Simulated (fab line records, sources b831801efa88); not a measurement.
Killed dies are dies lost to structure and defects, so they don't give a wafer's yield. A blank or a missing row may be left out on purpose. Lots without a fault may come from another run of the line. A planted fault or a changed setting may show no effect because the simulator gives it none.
Chamber matching | flow sky130 | SKY_CONTACT_CMP_04 on cmp-01: 4 sister chambers
The step polishes SiO2. 8 wafers are shown with their chamber, then 9 later ones without.

WAFERS WITH THEIR CHAMBER
wafer  | chamber | motor_current_A (A) | time_to_endpoint_s (s)
L911.2 | 2       | 10.8                | 81
L914.2 | 0       | 12.7                | 79
L915.1 | 0       | 13.0                | 80
L915.3 | 3       | 10.1                | 81
L915.5 | 1       | 11.3                | 78
L921.1 | 3       | 10.7                | 86
L921.2 | 2       | 10.7                | 85
L921.6 | 1       | 11.6                | 80

WAFERS WITHOUT THEIR CHAMBER
wafer  | motor_current_A (A) | time_to_endpoint_s (s)
L922.1 | 11.3                | 79
L922.2 | 10.5                | 81
L922.3 | 11.1                | 79
L927.1 | 11.2                | 92
L927.3 | 10.9                | 84
L927.5 | 10.6                | 85
L928.1 | 11.8                | 87
L928.4 | 12.5                | 84
L928.6 | 12.8                | 82

WHICH CHAMBER EACH WENT THROUGH
wafer  | from the rows above               | in truth
L922.1 | 1                                 | 1
L922.2 | can't be placed: 3 or 2           | 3
L922.3 | can't be placed: 1 or 2 or 3      | 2
L927.1 | can't be placed: 2 or 3 or 1      | 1
L927.3 | can't be placed: 2 or 3           | 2
L927.5 | can't be placed: 3 or 2           | 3
L928.1 | can't be placed: 1 or 2 or 0 or 3 | 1
L928.4 | 0                                 | 0
L928.6 | 0                                 | 0
Placed correctly: 3 of 9. Can't be placed from these rows: 6 (the true chamber is among the candidates in 6). Placed wrongly: 0.
How it was worked out, from the rows above alone: a wafer's distance from a chamber is the root of the sum, over the readings, of the square of ((its reading less the chamber's mean) divided by the reading's scatter). The wafer belongs to the nearest chamber; if the next one is less than 2 further off, it can't be placed. A chamber's mean is the mean of its shown wafers. The scatter: the root of (the sum of the squares of (reading less its chamber's mean) over the shown wafers, divided by (wafers less chambers)).
